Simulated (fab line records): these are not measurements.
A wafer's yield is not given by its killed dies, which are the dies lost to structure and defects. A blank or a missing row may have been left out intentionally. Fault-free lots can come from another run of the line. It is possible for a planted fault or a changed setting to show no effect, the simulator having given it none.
Which tool was responsible? + flow sky130 + 13 lots, 39 wafers sampled, at 5 steps of a route of 708

WHAT THE GAUGES SHOWED, per wafer
SKY_SONOS_TUNNEL_OVL_MEAS_08.
| lot  | measured     | on         | SONOS_TUNNEL_OVL (nm) |
|------|--------------|------------|-----------------------|
| L764 | day 11 11:27 | overlay-02 | -0.1 0.3 0.5          |
| L765 | day 11 12:53 | overlay-01 | -0.8 -2.4 0.4         |
| L767 | day 13 07:00 | overlay-01 | -1.3 -1.9 -2.3        |
| L770 | day 14 02:20 | overlay-01 | 3.5 1.7 1.9           |
| L772 | day 14 22:13 | overlay-02 | -0.2 0.9 -0.8         |
| L776 | day 15 09:50 | overlay-02 | 1.4 -0.4 -0.3         |
| L777 | day 16 09:16 | overlay-01 | 0.5 -1.3 -0.6         |
| L779 | day 16 18:24 | overlay-01 | 0.9 -1.4 -1.1         |
| L780 | day 17 02:44 | overlay-01 | -0.8 -0.8 1.7         |
| L781 | day 17 04:42 | overlay-02 | 1.3 0.9 0.0           |
| L783 | day 17 22:02 | overlay-01 | -1.4 -0.7 -2.0        |
| L784 | day 18 00:35 | overlay-01 | -1.0 -0.4 -0.7        |
| L787 | day 19 01:28 | overlay-02 | 0.0 1.8 0.2           |

SKY_SONOS_ONO_THK_MEAS_05.
| lot  | measured     | on            | SONOS_ONO_CVD_04_THK (nm) |
|------|--------------|---------------|---------------------------|
| L764 | day 11 16:16 | film metro-03 | 5.65 5.63 5.66            |
| L765 | day 11 18:40 | film metro-01 | 5.89 5.84 5.93            |
| L767 | day 13 14:13 | film metro-03 | 5.78 5.95 5.84            |
| L770 | day 14 08:11 | film metro-02 | 5.79 5.68 5.77            |
| L772 | day 15 03:44 | film metro-02 | 5.84 5.82 5.85            |
| L776 | day 15 16:09 | film metro-01 | 5.75 5.62 5.78            |
| L777 | day 16 16:32 | film metro-03 | 5.59 5.68 5.49            |
| L779 | day 17 02:08 | film metro-02 | 5.79 5.75 5.94            |
| L780 | day 17 09:50 | film metro-03 | 5.84 5.66 5.80            |
| L781 | day 17 12:49 | film metro-02 | 5.74 5.77 5.89            |
| L783 | day 18 06:15 | film metro-01 | 5.76 5.87 5.73            |
| L784 | day 18 08:40 | film metro-01 | 5.90 5.87 5.83            |
| L787 | day 19 06:28 | film metro-03 | 5.83 5.76 5.79            |

SKY_SONOS_ONO_OVL_MEAS_14.
| lot  | measured     | on         | SONOS_ONO_OVL (nm) |
|------|--------------|------------|--------------------|
| L764 | day 12 15:59 | overlay-01 | 1.1 0.4 0.8        |
| L765 | day 12 19:04 | overlay-02 | 3.4 2.7 1.2        |
| L767 | day 14 15:23 | overlay-02 | 1.1 0.2 -0.1       |
| L770 | day 15 11:17 | overlay-01 | 0.8 0.8 0.4        |
| L772 | day 16 07:03 | overlay-02 | 1.1 1.3 2.3        |
| L776 | day 16 20:32 | overlay-02 | 2.0 0.2 2.3        |
| L777 | day 17 20:32 | overlay-01 | -1.5 0.9 2.1       |
| L779 | day 18 08:37 | overlay-01 | 0.8 0.4 3.2        |
| L780 | day 18 15:29 | overlay-01 | 0.3 -0.5 1.3       |
| L781 | day 18 18:19 | overlay-01 | 2.6 3.1 2.0        |
| L783 | day 19 12:22 | overlay-01 | -2.6 0.3 -1.7      |
| L784 | day 19 15:04 | overlay-02 | 1.4 2.6 4.6        |
| L787 | day 20 13:43 | overlay-02 | 5.8 3.6 3.9        |

SKY_LDD_N_OVL_MEAS_07.
| lot  | measured     | on         | LDD_N_OVL (nm) |
|------|--------------|------------|----------------|
| L764 | day 17 14:00 | overlay-02 | -1.4 -1.1 -3.8 |
| L765 | day 17 18:58 | overlay-01 | -1.3 -0.3 0.0  |
| L767 | day 19 19:19 | overlay-02 | 0.4 0.4 -1.6   |
| L770 | day 20 23:11 | overlay-01 | -0.7 -1.3 -0.2 |
| L772 | day 21 18:48 | overlay-01 | -0.8 -0.8 0.9  |
| L776 | day 22 12:04 | overlay-01 | 0.3 -0.1 1.6   |
| L777 | day 23 07:35 | overlay-02 | 55.6 53.0 56.6 |
| L779 | day 23 22:02 | overlay-01 | 52.9 52.4 50.4 |
| L780 | day 24 04:12 | overlay-02 | 53.7 53.1 54.7 |
| L781 | day 24 05:28 | overlay-02 | 55.0 54.1 52.9 |
| L783 | day 24 22:56 | overlay-02 | 1.4 1.5 0.8    |
| L784 | day 25 08:08 | overlay-02 | 0.3 0.0 0.7    |
| L787 | day 25 23:47 | overlay-01 | -0.3 -1.7 -0.8 |

WHAT TOOL EACH LOT RAN ON (gives the tool, then ch and the chambers of the sampled wafers, and finally the start)
| lot  | SKY_LDD_N_EXPOSE_04                 |
|------|-------------------------------------|
| L764 | iline stepper-01 ch 0, day 17 00:19 |
| L765 | iline stepper-01 ch 0, day 17 04:37 |
| L767 | iline stepper-01 ch 0, day 19 04:29 |
| L770 | iline stepper-01 ch 0, day 20 07:58 |
| L772 | iline stepper-02 ch 0, day 21 04:05 |
| L776 | iline stepper-02 ch 0, day 21 20:17 |
| L777 | iline stepper-01 ch 0, day 22 17:01 |
| L779 | iline stepper-01 ch 0, day 23 07:14 |
| L780 | iline stepper-01 ch 0, day 23 12:55 |
| L781 | iline stepper-01 ch 0, day 23 14:40 |
| L783 | iline stepper-02 ch 0, day 24 08:28 |
| L784 | iline stepper-02 ch 0, day 24 17:28 |
| L787 | iline stepper-02 ch 0, day 25 10:22 |
- SKY_LDD_N_EXPOSE_04: exposes mask NTM, target cd 840 nm.

AS READ BY THE TOOLS THEMSELVES (means over the sampled wafers that have a number; for cases with no such wafer, the mark the record gives instead)
SKY_LDD_N_EXPOSE_04.
| lot  | tool             | focus offset nm (nm) |
|------|------------------|----------------------|
| L764 | iline stepper-01 | -0.5                 |
| L765 | iline stepper-01 | 0.0                  |
| L767 | iline stepper-01 | -0.0                 |
| L770 | iline stepper-01 | 0.7                  |
| L772 | iline stepper-02 | 0.1                  |
| L776 | iline stepper-02 | -0.1                 |
| L777 | iline stepper-01 | -0.7                 |
| L779 | iline stepper-01 | -0.5                 |
| L780 | iline stepper-01 | -0.6                 |
| L781 | iline stepper-01 | -0.4                 |
| L783 | iline stepper-02 | 0.5                  |
| L784 | iline stepper-02 | 0.2                  |
| L787 | iline stepper-02 | 0.4                  |

THE ANSWER, worked out from the rows above alone
Rule: what is usual is taken from the lots themselves. The widest of any qualifying gaps counts: lots, ordered by their means at a reading, are off when they make up no more than a third of the lots, leave a main group of 4 or more, and stand apart from it by 3 or more times the standard deviation of that group's means. Not used: any main group whose means are identical at the precision the tables above print for the reading. Also off: a lot with no number at a reading for which 4 or more lots have one. Any other lot the step has rows for is counted as sound. Order of review: gauges by route order, followed by the tools' own readings, for which a lot's mean as printed above is used. At the first step where some lot is off, the reading lying furthest off is the one used; lots without a number count as furthest.
Off: at SKY_LDD_N_OVL_MEAS_07 (LDD_N_OVL), L777, L779, L780, L781. Mean -0.3 nm and standard deviation 0.91 in the main group.
A tool fits if, at a process step before that reading, it ran every lot that is off, and no sound lot after the first of them. The gauges at SKY_LDD_N_OVL_MEAS_07 are tried like those tools. One fits: SKY_LDD_N_EXPOSE_04 on iline stepper-01. Its last sound lot is L770 (day 20 07:58), its first lot that is off L777 (day 22 17:01): a fault that began between those two fits.

WHAT THE SIMULATOR HAD PUT IN
Scanner matching overlay: iline stepper-01, from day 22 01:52 on, at SKY_LDD_N_EXPOSE_04. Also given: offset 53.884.
Shown lots that were struck: L777, L779, L780, L781. The rule above found the same.
